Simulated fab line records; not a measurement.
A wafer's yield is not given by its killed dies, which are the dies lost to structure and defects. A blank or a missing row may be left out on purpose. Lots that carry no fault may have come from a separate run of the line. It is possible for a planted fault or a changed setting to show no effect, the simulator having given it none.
Problem report in the 8D (eight disciplines) form, filled by code	flow gf180mcu	the parts of the form that need people (team, actions taken, sign-off) are left out

1. PROBLEM STATEMENT
Mean of chamber pressure Torr at GF_V4_CVD_23: 44.12 Torr across 3 wafers in 3 lots; on wafers with no fault it is 40.00 Torr (standard deviation 0.071). That puts it +58 standard deviations away from the usual mean.
The step: deposits W, target thk 350 nm, time 104.9 s.
Earliest sighting: wafer L477.4 on cvd w-01 at day 28 19:22. The record holds 36 wafers of 12 lots with a number at this step. Rule for "out", or "out of limits": more than 4 standard deviations from the usual mean. All remaining wafers that have a number are taken as sound.

2. WHAT IT IS AND WHAT IT IS NOT
question	is	is not
which readings at this step	chamber pressure Torr	heater power w
which lots	L477, L479, L481	L465, L467, L469, L470, L471, L473, L478, L480, L487
which wafers of those lots	L477.4, L479.4, L481.3	L477.1, L477.3, L479.3, L479.6, L481.1, L481.4
read on which tools	cvd w-01	cvd w-02
when	from day 28 19:22	up to then (20 sound wafers); but 13 sound wafers of L478, L479, L480, L481, L487 came after

3. THE SUSPECTS, EACH WITH WHAT RULES IT OUT
Counting: any tool at a process step up to the reading remains a suspect provided it ran every lot that is out. Sound lots after the first of them don't rule it out here, since some wafers of a struck lot are sound.
- cvd w-01 at GF_V4_CVD_23 (deposits W, target thk 350 nm, time 104.9 s): kept. It ran every lot that is out, first L477 (day 28 19:22); its last sound lot up to then is L473 (day 27 14:50). On those wafers its own readings are out: chamber pressure Torr.
- At GF_V4_CVD_23 on cvd w-01, chamber 0 took the sound wafers of the same lots and chamber 1 took the wafers that are out.
Remaining after the count: cvd w-01 at GF_V4_CVD_23.

4. THE CAUSE (what the simulator had put in)
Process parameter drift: cvd w-01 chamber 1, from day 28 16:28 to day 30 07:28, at GF_V4_CVD_23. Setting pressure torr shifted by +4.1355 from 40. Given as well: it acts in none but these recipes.
Only this tool survived the counting.

5. SEQUENCE OF EFFECTS, ordered by route
Rows list readings where the struck wafers' mean (over those with a number) sits beyond 3 standard deviations from the usual. Readings are gone through only where the record gives a usual standard deviation; hours: the median, over the lots, of the time from a lot's start at the first step in this table giving one to that lot's start at this step; sigmas: the change measured in usual standard deviations.
hours	step	reading	usual	on struck wafers	change	sigmas
0	GF_V4_CVD_23	chamber pressure Torr	40.00 Torr	44.12	+4.12	+58
The process steps in it:
- GF_V4_CVD_23: deposits W, target thk 350 nm, time 104.9 s.
Later steps that measure or inspect, where all struck wafers having a row at the step show a number for every such reading and not one has moved that far: GF_V4_RS_MEAS_24, GF_V4_THK_MEAS_25.

6. WHAT WOULD HAVE CAUGHT IT SOONER
In this record the first reading out of limits was taken at day 28 19:22, 3 hours after the fault began at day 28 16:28.
